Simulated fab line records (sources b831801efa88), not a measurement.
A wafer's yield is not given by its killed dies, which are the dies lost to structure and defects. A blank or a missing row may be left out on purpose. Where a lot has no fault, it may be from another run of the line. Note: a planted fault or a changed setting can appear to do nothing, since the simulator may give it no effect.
fab line records | flow sky130
record lots=10 wafers=30 lastDay=50
route steps=708 shown VIA4@651 PASSIVATION@683 PAD_OPEN@708
lots that met no fault: taken from a fault-free run of the same line
startH: hours from the record's opening day to when the first of the lot's shown wafers began | waitH: time in hours since the lot's previous step | " unchanged from the row above | L1.1+2: one row covering several wafers at once | - no value, or no start was given | * or withheld: withheld | < > ~ a bound
route shown NAME@n: names a module that has steps shown in the file, with the first one's number in the route | usual: mean and standard deviation over wafers with no fault | same: alike in all rows | chamber/n: place in a boat | sites: the reading at each site | _std_site: how widely they spread, as a standard deviation | _edge_site: outer sites' mean less inner sites' | radiusMm: for every site, how far away it sits from the centre of the wafer | mask NAME#n: copy n | behind: the last tool/chamber to shape the wafer | hold: the reason the lot was held/the length of the hold in hours/how it ended | device: the transistor (n, p or np) that didn't switch | end of line: at the end of the route, the tests of the same wafers | step lacking rows: just its recipe | killed: dies lost to structure and defects at the first sort, not the wafer's yield | map: dies across one wafer; x = killed, . = not, _ = none there
set.NAME: the setting that was run; set.NAME@STEP: the one run at that earlier step | model.NAME: the simulator's own value behind a step, which no gauge read
one table for each step of the route and one row for each wafer, over a sample of lots
services: from which hour (startH, from the record's first day; less than 0 if before it) a tool's chamber was out of use, for how many hours, and why
## steps
# step SKY_VIA4_ETCH_12
# recipe target=SiO2 chemistry=C4F8/O2/Ar stopOn=TiN maskMaterial=NOVOLAK sourceW=1500 biasW=1200 pressureMtorr=40 c4f8FlowSccm=withheld O2_flow_sccm=6 Ar_flow_sccm=300 timeS=withheld targetDepthA=5800
# usual oesProductAu=0.925/0.0046
# columns lot.wafer tool chamber startH waitH oesProductAu
L215.1 rieDiel-04 0 1001.63 0.0 0.926
L215.3 " 2 " " 0.926
L215.5 " 3 " " 0.931
L219.1 rieDiel-03 2 1032.38 0.0 0.924
L219.2 " 3 " " 0.927
L219.3 " 1 " " 0.924
L223.2 rieDiel-03 2 1052.83 0.0 0.927
L223.3 " 3 " " 0.922
L223.5 " 3 " " 0.933
L224.1 rieDiel-03 2 1060.61 0.0 0.919
L224.2 " 3 " " 0.921
L224.4 " 3 " " 0.919
L225.3 rieDiel-03 1 1070.64 0.0 0.930
L225.5 " 0 " " 0.921
L225.6 " 3 " " 0.922
L229.2 rieDiel-04 1 1091.03 0.0 0.932
L229.3 " 0 " " 0.922
L229.6 " 0 " " 0.933
L232.1 rieDiel-04 3 1105.01 0.0 0.930
L232.2 " 2 " " 0.924
L232.4 " 0 " " 0.929
L233.1 rieDiel-04 2 1108.24 0.0 0.928
L233.3 " 3 " " 0.930
L233.5 " 0 " " 0.928
L238.2 rieDiel-03 3 1144.41 0.0 0.919
L238.3 " 1 " " 0.928
L238.6 " 3 " " 0.924
L237.3 rieDiel-02 0 1149.91 0.0 0.924
L237.5 " 0 " " 0.925
L237.6 " 1 " " 0.929
# step SKY_VIA4_STRIP_13
# recipe chemistry=O2/N2 powerW=1400 pressureMtorr=1500 platenTempC=withheld o2FlowSccm=3000 n2FlowSccm=300 overashFraction=0.5
# usual drypumpMotorCurrentA=5.77/0.12 o2FlowSccm=3000/9.1 oesProductAu=0.710/0.0048 stripTimeToEndpointS=12.800/0.027
# columns lot.wafer tool chamber startH waitH drypumpMotorCurrentA o2FlowSccm oesProductAu rfHoursCounterH stripTimeToEndpointS
L215.1 plasmaAsher-01 1 1001.70 - 5.77 3002 0.708 53 12.774
L215.3 " 1 " " 5.76 2994 0.705 - 12.783
L215.5 " 0 " " 5.65 3009 0.716 - 12.813
L219.1 plasmaAsher-04 0 1032.45 - 5.93 3009 0.705 89 12.806
L219.2 " 1 " " 5.96 2989 0.712 89 12.795
L219.3 " 0 " " 5.93 2996 0.714 - 12.821
L223.2 plasmaAsher-01 1 1052.90 - 5.73 3012 0.711 59 12.846
L223.3 " 0 " " 5.61 2987 0.709 - 12.790
L223.5 " 1 " " 5.74 3001 0.714 - 12.796
L224.1 plasmaAsher-02 1 1060.68 - 5.89 3016 0.707 32 12.816
L224.2 " 0 " " 5.67 2998 0.711 32 12.842
L224.4 " 0 " " 5.69 2989 0.703 - 12.821
L225.3 plasmaAsher-02 1 1070.74 - 5.88 2997 0.716 - 12.790
L225.5 " 0 " " 5.69 3002 0.713 - 12.808
L225.6 " 1 " " 5.88 3008 0.718 - 12.807
L229.2 plasmaAsher-04 1 1091.10 - 5.92 2986 0.713 94 12.772
L229.3 " 0 " " 5.90 3007 0.709 - 12.803
L229.6 " 0 " " 5.91 3006 0.706 - 12.797
L232.1 plasmaAsher-01 0 1105.08 - 5.63 2991 0.709 64 12.768
L232.2 " 1 " " 5.72 3009 0.712 64 12.771
L232.4 " 0 " " 5.65 2989 0.713 - 12.789
L233.1 plasmaAsher-02 0 1108.31 - 5.67 3012 0.712 36 12.833
L233.3 " 1 " " 5.90 3013 0.708 - 12.768
L233.5 " 0 " " 5.67 2999 0.705 - 12.791
L238.2 plasmaAsher-04 0 1144.48 - 5.91 3011 0.711 100 12.806
L238.3 " 0 " " 5.88 3006 0.708 - 12.784
L238.6 " 0 " " 5.90 3002 0.718 - 12.774
L237.3 plasmaAsher-02 0 1150.02 - 5.69 3003 0.706 - 12.786
L237.5 " 0 " " 5.70 2996 0.712 - 12.772
L237.6 " 1 " " 5.89 3007 0.712 - 12.824
# step SKY_VIA4_CVD_18
# recipe material=W targetThkNm=505 timeS=152.14 tempC=400 pressureTorr=40
# usual heaterPowerOuterW=496/44 heaterPowerW=836/87
# columns lot.wafer tool chamber startH waitH heaterPowerOuterW heaterPowerW
L215.1 cvdW-02 0 1002.39 0.0 556 912
L215.3 " 1 " " 454 735
L215.5 " 1 " " 456 737
L219.1 cvdW-02 0 1033.11 0.0 552 925
L219.2 " 1 " " 439 743
L219.3 " 1 " " 453 747
L223.2 cvdW-01 0 1053.56 0.0 466 772
L223.3 " 0 " " 455 772
L223.5 " 0 " " 475 785
L224.1 cvdW-02 0 1061.34 0.0 551 929
L224.2 " 1 " " 449 734
L224.4 " 0 " " 552 950
L225.3 cvdW-01 1 1071.41 0.1 522 916
L225.5 " 1 " " 530 893
L225.6 " 0 " " 464 772
L229.2 cvdW-01 1 1092.29 0.0 530 887
L229.3 " 0 " " 457 762
L229.6 " 0 " " 458 792
L232.1 cvdW-01 0 1105.78 0.0 467 774
L232.2 " 0 " " 469 755
L232.4 " 0 " " 452 802
L233.1 cvdW-01 1 1108.96 0.0 535 899
L233.3 " 1 " " 534 920
L233.5 " 0 " " 464 743
L238.2 cvdW-01 0 1145.14 0.0 452 766
L238.3 " 1 " " 522 917
L238.6 " 0 " " 447 786
L237.3 cvdW-01 1 1150.69 0.1 522 918
L237.5 " 1 " " 538 912
L237.6 " 0 " " 463 762
# step SKY_PASSIVATION_CVD_02
# recipe material=Si3N4 targetThkNm=540 tempC=400 timeS=withheld rfW=450
# usual heaterPowerOuterW=443/58 heaterPowerW=745/88
# columns lot.wafer tool chamber startH waitH heaterPowerOuterW heaterPowerW
L215.1 pecvd-04 1 1026.57 0.1 424 660
L215.3 " 0 " " 379 628
L215.5 " 2 " " 499 869
L219.1 pecvd-03 1 1057.21 0.1 337 640
L219.2 " 2 " " 566 928
L219.3 " 0 " " 427 719
L223.2 pecvd-01 1 1076.84 0.0 421 737
L223.3 " 2 " " 453 811
L223.5 " 1 " " 313 570
L224.1 pecvd-03 0 1084.23 0.1 458 733
L224.2 " 1 " " 372 664
L224.4 " 1 " " 282 532
L225.3 pecvd-04 1 1092.82 0.0 475 747
L225.5 " 0 " " 457 726
L225.6 " 1 " " 494 768
L229.2 pecvd-04 0 1114.96 0.0 433 693
L229.3 " 2 " " 495 890
L229.6 " 0 " " 443 716
L232.1 pecvd-03 1 1126.55 0.1 369 639
L232.2 " 0 " " 424 701
L232.4 " 2 " " 498 860
L233.1 pecvd-04 2 1129.51 0.1 445 786
L233.3 " 1 " " 503 768
L233.5 " 1 " " 404 645
L238.2 pecvd-04 0 1164.01 0.0 445 727
L238.3 " 1 " " 502 753
L238.6 " 0 " " 456 749
L237.3 pecvd-03 2 1169.89 0.0 441 789
L237.5 " 0 " " 466 743
L237.6 " 1 " " 359 637
# step SKY_PASSIVATION_THK_MEAS_03
# recipe reads=Si3N4_of_PASSIVATION_CVD_02
# usual PASSIVATION_CVD_02_THK=536/7.1
# columns lot.wafer tool chamber startH waitH PASSIVATION_CVD_02_THK[nm]
L215.1 filmMetro-02 - 1026.79 - 530
L215.3 " - " " 533
L215.5 " - " " 543
L219.1 filmMetro-02 - 1057.43 - 542
L219.2 " - " " 546
L219.3 " - " " 542
L223.2 filmMetro-01 - 1077.07 - 532
L223.3 " - " " 538
L223.5 " - " " 544
L224.1 filmMetro-01 - 1084.46 - 537
L224.2 " - " " 539
L224.4 " - " " 545
L225.3 filmMetro-01 - 1093.06 - 523
L225.5 " - " " 537
L225.6 " - " " 525
L229.2 filmMetro-01 - 1115.19 - 528
L229.3 " - " " 526
L229.6 " - " " 540
L232.1 filmMetro-03 - 1126.77 - 209
L232.2 " - " " 207
L232.4 " - " " 209
L233.1 filmMetro-01 - 1129.73 - 531
L233.3 " - " " 529
L233.5 " - " " 540
L238.2 filmMetro-01 - 1164.25 - 531
L238.3 " - " " 531
L238.6 " - " " 540
L237.3 filmMetro-03 - 1170.14 - 200
L237.5 " - " " 212
L237.6 " - " " 211
# step SKY_PASSIVATION_ETCH_11
# recipe chemistry=CF4/O2 targetDepthNm=725 stopOn=AlCu sourceW=800 biasW=150 pressureMtorr=150 cf4FlowSccm=80 O2_flow_sccm=10 timeS=161.1
# usual drypumpMotorCurrentA=5.7/0.41 oesProductAu=0.975/0.0077 throttleValvePct=5.965/0.0088
# columns lot.wafer tool chamber startH waitH drypumpMotorCurrentA oesProductAu rfHoursCounterH throttleValvePct
L215.1 rieDiel-01 3 1048.61 - 6.3 0.973 27 5.960
L215.3 " 2 " " 5.3 0.974 19 5.960
L215.5 " 2 " " 5.3 0.982 - 5.969
L219.1 rieDiel-01 0 1079.01 - 5.8 0.983 23 5.966
L219.2 " 3 " " 6.3 0.979 28 5.961
L219.3 " 2 " " 5.3 0.977 21 5.969
L223.2 rieDiel-01 0 1096.05 - 5.8 0.968 24 5.966
L223.3 " 1 " " 5.5 0.983 19 5.973
L223.5 " 2 " " 5.3 0.988 - 5.967
L224.1 rieDiel-03 3 1104.24 - 5.5 0.972 15 5.952
L224.2 " 2 " " 5.7 0.976 12 5.979
L224.4 " 1 " " 6.0 0.980 13 5.979
L225.3 rieDiel-01 3 1112.84 - 6.3 0.968 29 5.974
L225.5 " 0 " " 5.8 0.977 - 5.970
L225.6 " 1 " " 5.5 0.969 - 5.960
L229.2 rieDiel-02 0 1134.21 - 4.9 0.966 20 5.956
L229.3 " 3 " " 4.8 0.964 29 5.952
L229.6 " 2 " " 5.8 0.970 - 5.960
L232.1 rieDiel-01 2 1145.49 - 5.3 0.692 23 5.888
L232.2 " 3 " " 6.3 0.693 31 5.901
L232.4 " 3 " " 6.3 0.701 - 5.880
L233.1 rieDiel-03 2 1148.39 - 5.7 0.970 13 5.961
L233.3 " 3 " " 5.5 0.965 16 5.961
L233.5 " 0 " " 5.3 0.976 - 5.965
L238.2 rieDiel-02 0 1180.21 - 4.9 0.966 22 5.962
L238.3 " 2 " " 5.8 0.970 30 5.974
L238.6 " 0 " " 4.9 0.979 - 5.968
L237.3 rieDiel-01 1 1185.50 - 5.5 0.688 22 5.892
L237.5 " 2 " " 5.2 0.705 - 5.899
L237.6 " 0 " " 5.8 0.709 - 5.887
# step SKY_PAD_OPEN_PROBE_99
# usual defectLimitedYield=82.5/2.1 killed_at_M0_to_M3=43/7.7 killed_at_M4_up=2.9/1.9 killedAtContacts=24/5.9 killedAtFrontEnd=16/5.1 killedAtOther=0.3/0.63 killedDies=86/10 killedOpen=47/7.6 killedShort=39/6.8 sort_bin_3_pad_short=0.8/0.44 sort_bin_5_function=10.4/1.6 sort_bin_6_memory=6.3/1.1 sortNPass=406/10 sortYieldPct=82.5/2.1
# same grossDies=492 killedAtBackSide=0 sort_bin_4_leakage[%]=0 sort_bin_8_speed[%]=0
# columns lot.wafer tool chamber startH waitH defectLimitedYield[%] killed_at_M0_to_M3 killed_at_M4_up killedAtContacts killedAtFrontEnd killedAtOther killedDies killedOpen killedShort sort_bin_3_pad_short[%] sort_bin_5_function[%] sort_bin_6_memory[%] sortNPass sortYieldPct[%]
L219.1 prober-01 - 1101.54 0.1 79.9 47 2 25 25 0 99 54 45 0.8 13.0 6.3 393 79.9
L219.2 prober-01 - 1101.59 0.1 78.7 66 2 27 9 1 105 57 48 0.2 15.4 5.7 387 78.7
L219.3 prober-01 - 1101.64 0.2 83.7 50 2 17 11 0 80 41 39 0.2 10.8 5.3 412 83.7
L224.1 prober-02 - 1125.94 0.1 81.5 53 4 26 8 0 91 61 29 0.6 12.0 5.9 401 81.5
L224.2 prober-02 - 1125.99 0.1 80.9 58 0 27 9 0 94 48 46 0.4 12.0 6.7 398 80.9
L224.4 prober-02 - 1126.09 0.2 84.3 34 6 24 13 0 77 49 27 0.6 11.0 4.1 415 84.3
L225.3 prober-01 - 1134.99 0.2 81.9 46 2 21 20 0 89 49 40 0.4 10.6 7.1 403 81.9
L225.5 prober-01 - 1135.09 0.2 83.3 44 4 28 6 0 82 45 36 1.0 9.6 6.1 410 83.3
L225.6 prober-01 - 1135.14 0.2 82.1 37 3 33 15 0 88 47 40 0 9.8 8.1 404 82.1
L229.2 prober-01 - 1155.09 0.1 86.4 33 0 18 15 1 67 43 24 0.4 8.3 4.9 425 86.4
L229.3 prober-01 - 1155.14 0.2 84.6 40 3 16 17 0 76 46 29 0.8 8.7 5.9 416 84.6
L229.6 prober-01 - 1155.29 0.2 83.3 32 3 33 14 0 82 51 31 0.6 10.4 5.7 410 83.3
L232.1 prober-02 - 1164.67 0.1 84.3 27 5 22 22 1 77 40 35 1.2 9.1 5.3 415 84.3
L232.2 prober-02 - 1164.72 0.1 85.2 32 2 20 19 0 73 38 35 1.0 8.5 5.3 419 85.2
L232.4 prober-02 - 1164.82 0.2 86.0 36 2 15 16 0 69 33 34 1.0 8.1 4.9 423 86.0
L233.1 prober-01 - 1168.54 0.1 84.3 41 4 24 7 1 77 47 29 0.4 8.5 6.7 415 84.3
L233.3 prober-01 - 1168.64 0.2 81.1 51 2 20 19 1 93 49 43 1.0 10.8 7.1 399 81.1
L233.5 prober-01 - 1168.74 0.2 83.1 38 8 18 18 1 83 44 39 1.2 9.6 6.1 409 83.1
# killed by level:class
L219.1 VIA3:geometricParticle:open=9 FIELD_ISO:geometricParticle:open=8 VIA1:geometricParticle:open=8 CONTACT:geometricParticle:open=8 POLY_GATE:geometricParticle:short=6 CONTACT:geometricParticle:short=6 VIA2:geometricParticle:open=6 LI_CONTACT:geometricParticle:open=5
L219.2 VIA1:geometricParticle:open=19 VIA2:geometricParticle:open=11 CONTACT:geometricParticle:short=10 CONTACT:geometricParticle:open=8 METAL1:geometricParticle:short=6 VIA3:geometricParticle:open=6 VIA1:geometricParticle:short=5 METAL1:geometricParticle:open=4
L219.3 VIA1:geometricParticle:open=16 VIA3:geometricParticle:open=8 VIA2:geometricParticle:open=7 LOCAL_INTERCONNECT:geometricParticle:short=5 VIA1:geometricParticle:short=5 METAL2:geometricParticle:short=4 CONTACT:geometricParticle:short=4 METAL1:geometricParticle:short=4
L224.1 VIA1:geometricParticle:open=19 CONTACT:geometricParticle:open=13 LI_CONTACT:geometricParticle:open=7 VIA3:geometricParticle:open=7 VIA1:geometricParticle:short=5 VIA2:geometricParticle:short=5 CONTACT:geometricParticle:short=4 METAL1:geometricParticle:open=3
L224.2 CONTACT:geometricParticle:open=13 VIA1:geometricParticle:open=9 METAL2:geometricParticle:short=9 VIA1:geometricParticle:short=8 VIA2:geometricParticle:open=7 LI_CONTACT:geometricParticle:open=6 VIA2:geometricParticle:short=6 VIA3:geometricParticle:open=6
L224.4 VIA1:geometricParticle:open=11 CONTACT:geometricParticle:open=9 VIA3:geometricParticle:open=6 LI_CONTACT:geometricParticle:open=5 VIA2:geometricParticle:open=5 CONTACT:geometricParticle:short=4 METAL4:geometricParticle:short=4 FIELD_ISO:geometricParticle:short=3
L225.3 VIA1:geometricParticle:open=9 CONTACT:geometricParticle:open=8 METAL2:geometricParticle:short=8 VIA3:geometricParticle:short=7 VIA3:geometricParticle:open=7 POLY_GATE:geometricParticle:open=6 VIA2:geometricParticle:open=5 FIELD_ISO:geometricParticle:open=4
L225.5 VIA1:geometricParticle:open=10 LI_CONTACT:geometricParticle:open=7 VIA3:geometricParticle:open=6 CONTACT:geometricParticle:open=6 CONTACT:geometricParticle:short=6 LOCAL_INTERCONNECT:geometricParticle:short=5 VIA2:geometricParticle:open=5 VIA1:geometricParticle:short=4
L225.6 VIA1:geometricParticle:open=11 CONTACT:geometricParticle:open=11 LOCAL_INTERCONNECT:geometricParticle:short=8 LI_CONTACT:geometricParticle:open=7 METAL2:geometricParticle:short=6 POLY_GATE:geometricParticle:open=5 CONTACT:geometricParticle:short=4 VIA2:geometricParticle:open=4
L229.2 CONTACT:geometricParticle:open=13 VIA1:geometricParticle:open=8 VIA3:geometricParticle:open=5 VIA2:geometricParticle:open=5 FIELD_ISO:geometricParticle:short=4 FIELD_ISO:geometricParticle:open=4 VIA2:geometricParticle:short=4 POLY_GATE:geometricParticle:open=3
L229.3 VIA1:geometricParticle:open=13 VIA3:geometricParticle:open=8 LI_CONTACT:geometricParticle:open=5 FIELD_ISO:geometricParticle:short=4 LOCAL_INTERCONNECT:geometricParticle:short=4 CONTACT:geometricParticle:open=4 VIA2:geometricParticle:open=4 METAL3:geometricParticle:short=4
L229.6 CONTACT:geometricParticle:open=11 LI_CONTACT:geometricParticle:open=10 POLY_GATE:geometricParticle:open=6 VIA2:geometricParticle:open=6 LOCAL_INTERCONNECT:geometricParticle:short=5 VIA3:geometricParticle:open=5 VIA1:geometricParticle:open=4 VIA1:geometricParticle:short=4
L232.1 FIELD_ISO:geometricParticle:open=9 CONTACT:geometricParticle:open=8 FIELD_ISO:geometricParticle:short=6 VIA1:geometricParticle:open=5 LI_CONTACT:geometricParticle:open=5 METAL4:geometricParticle:short=5 VIA2:geometricParticle:open=5 LOCAL_INTERCONNECT:geometricParticle:short=4
L232.2 FIELD_ISO:geometricParticle:short=8 FIELD_ISO:geometricParticle:open=7 CONTACT:geometricParticle:open=6 LI_CONTACT:geometricParticle:open=5 METAL1:geometricParticle:short=5 VIA1:geometricParticle:open=5 LI_CONTACT:geometricParticle:short=3 LOCAL_INTERCONNECT:geometricParticle:short=3
L232.4 VIA1:geometricParticle:open=9 VIA2:geometricParticle:open=7 CONTACT:geometricParticle:short=5 METAL1:geometricParticle:short=5 FIELD_ISO:geometricParticle:open=4 LI_CONTACT:geometricParticle:open=4 FIELD_ISO:geometricParticle:short=3 POLY_GATE:geometricParticle:short=3
L233.1 VIA3:geometricParticle:open=14 CONTACT:geometricParticle:open=11 VIA1:geometricParticle:open=9 CONTACT:geometricParticle:short=5 LOCAL_INTERCONNECT:geometricParticle:short=4 VIA2:geometricParticle:open=4 FIELD_ISO:geometricParticle:open=3 VIA1:geometricParticle:short=3
L233.3 VIA3:geometricParticle:open=9 FIELD_ISO:geometricParticle:open=8 LI_CONTACT:geometricParticle:open=8 VIA1:geometricParticle:open=8 VIA1:geometricParticle:short=7 METAL2:geometricParticle:short=6 FIELD_ISO:geometricParticle:short=5 VIA2:geometricParticle:open=5
L233.5 VIA1:geometricParticle:open=10 CONTACT:geometricParticle:open=7 METAL4:geometricParticle:short=7 VIA3:geometricParticle:open=6 FIELD_ISO:geometricParticle:short=4 POLY_GATE:geometricParticle:open=4 LI_CONTACT:geometricParticle:open=4 CONTACT:geometricParticle:short=4
## services
# columns tool chamber startH hours kind
rieDiel-02 0 981.83 18.1 repair
pecvd-04 1 984.68 5.8 repair
cvdW-01 1 986.40 3.2 repair
pecvd-04 2 989.55 7.4 repair
rieDiel-02 - 992.20 0.8 repair
pecvd-04 2 998.26 5.2 repair
plasmaAsher-04 - 1002.08 1.7 repair
plasmaAsher-04 - 1003.76 15.6 pm
rieDiel-01 0 1008.25 7.5 repair
rieDiel-01 1 1009.36 1.3 repair
rieDiel-01 0 1016.01 5.3 repair
rieDiel-01 2 1029.59 14.3 repair
cvdW-01 0 1033.76 5.6 repair
pecvd-03 0 1033.81 4.5 repair
rieDiel-02 0 1040.57 7.0 repair
rieDiel-03 0 1076.08 3.4 repair
rieDiel-02 1 1084.16 49.7 repair
cvdW-02 1 1089.36 2.9 repair
cvdW-01 1 1103.96 2.8 repair
rieDiel-03 3 1113.51 6.5 repair
rieDiel-01 1 1137.38 10.6 repair
plasmaAsher-01 - 1144.01 3.3 repair
rieDiel-01 0 1146.34 7.1 repair
pecvd-04 - 1160.42 1.0 repair
## key
firstSign step=SKY_PASSIVATION_THK_MEAS_03 reading=PASSIVATION_CVD_02_THK direction=down sigmas=46 usual=536 struck=208
effect step=SKY_PASSIVATION_ETCH_11 reading=oesProductAu direction=down sigmas=36 usual=0.975 struck=0.698
metAt SKY_PASSIVATION_CVD_02
struckLots L232,L237
notActingAt SKY_VIA4_ETCH_12,SKY_VIA4_STRIP_13,SKY_VIA4_CVD_18
onsetBetween 1084.23 1126.55
fault kind=processParameterDrift tool=pecvd-03 chamber=- onsetH=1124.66 steps=SKY_PASSIVATION_CVD_02 channel=targetThkNm offset=-326.84 shape=step endH=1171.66 actsIn=theseRecipesOnly stated=540
